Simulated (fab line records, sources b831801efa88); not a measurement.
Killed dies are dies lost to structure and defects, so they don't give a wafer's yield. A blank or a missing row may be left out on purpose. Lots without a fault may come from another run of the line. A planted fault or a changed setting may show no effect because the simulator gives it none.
One fault seen from 2 desks | flow gf180mcu | each desk has only its own numbers; what lay behind them comes last

THE TOOL OWNER'S DESK: pvd_sputter-01
The tool's own readings at GF_M4_SPUTTER_02 (material AlCu, target thk 450 nm, time 23.9 s): means of the sampled wafers that have a number, for each lot that ran on this tool. A lot is out of limits, marked OUT, if its mean lies more than 4 standard deviations from the usual mean; the brackets give that distance.
Columns: A = chamber_pressure_pa at GF_M4_SPUTTER_02, usual 0.3999 Pa; B = throttle_valve_pct at GF_M4_SPUTTER_02, usual 30.4 %
lot  | first seen here | A      | B
L769 | day 23 11:13    | 0.3996 | 30.0
L768 | day 23 13:44    | 0.3994 | 30.3
L771 | day 24 14:22    | 0.3998 | 30.4
L774 | day 25 01:40    | 0.3999 | 30.0
L779 | day 27 01:50    | 0.3993 | 30.6
This desk's finding: nothing out of limits on any of the 5 lots.

THE METROLOGY DESK
What the gauges read, lot by lot, whatever tool the lot ran on: means of the sampled wafers that have a number. A lot is out of limits, marked OUT, if its mean lies more than 4 standard deviations from the usual mean; the brackets give that distance.
Columns: A = M4_ALCU_RS at GF_M4_RS_MEAS_05, usual 0.0697 ohm/sq; B = M4_ALCU_THK at GF_M4_THK_MEAS_06, usual 446 nm; C = V4_CVD_02_THK at GF_V4_THK_MEAS_03, usual 853 nm
lot  | first seen here | A                 | B              | C
L766 | day 22 10:32    | 0.0688            | 451            | 841
L767 | day 22 22:42    | 0.0701            | 445            | 858
L769 | day 23 11:19    | 0.0699            | 444            | 850
L768 | day 23 13:49    | 0.0706            | 436            | 856
L771 | day 24 14:29    | 0.0691            | 451            | 864
L773 | day 24 21:21    | 0.0699            | 444            | 846
L774 | day 25 01:46    | 0.0696            | 450            | 851
L779 | day 27 01:55    | 0.0651 (-4.7) OUT | 484 (+5.4) OUT | 860
L783 | day 28 02:36    | 0.0700            | 446            | 860
L788 | day 29 13:02    | 0.0695            | 443            | 849
L789 | day 29 18:53    | 0.0691            | 447            | 842
This desk's finding: out of limits on L779; first on L779, day 27 01:55 (M4_ALCU_RS at GF_M4_RS_MEAS_05). In limits: L766, L767, L769, L768, L771, L773, L774, L783, L788, L789.

PUT TOGETHER
The metrology desk could have raised an alarm at day 27 01:55, on L779.
The tool owner's desk saw nothing out of limits.
The tool owner's desk has L779 on record, within its limits.
Of the lots named, all ran GF_M4_SPUTTER_02 on pvd_sputter-01.

WHAT THE SIMULATOR HAD PUT IN
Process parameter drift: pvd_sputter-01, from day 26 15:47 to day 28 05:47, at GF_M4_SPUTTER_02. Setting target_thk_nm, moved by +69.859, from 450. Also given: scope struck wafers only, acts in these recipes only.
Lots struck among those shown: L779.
Hours from the fault's start to each desk's first reading out of limits: the metrology desk, 10.
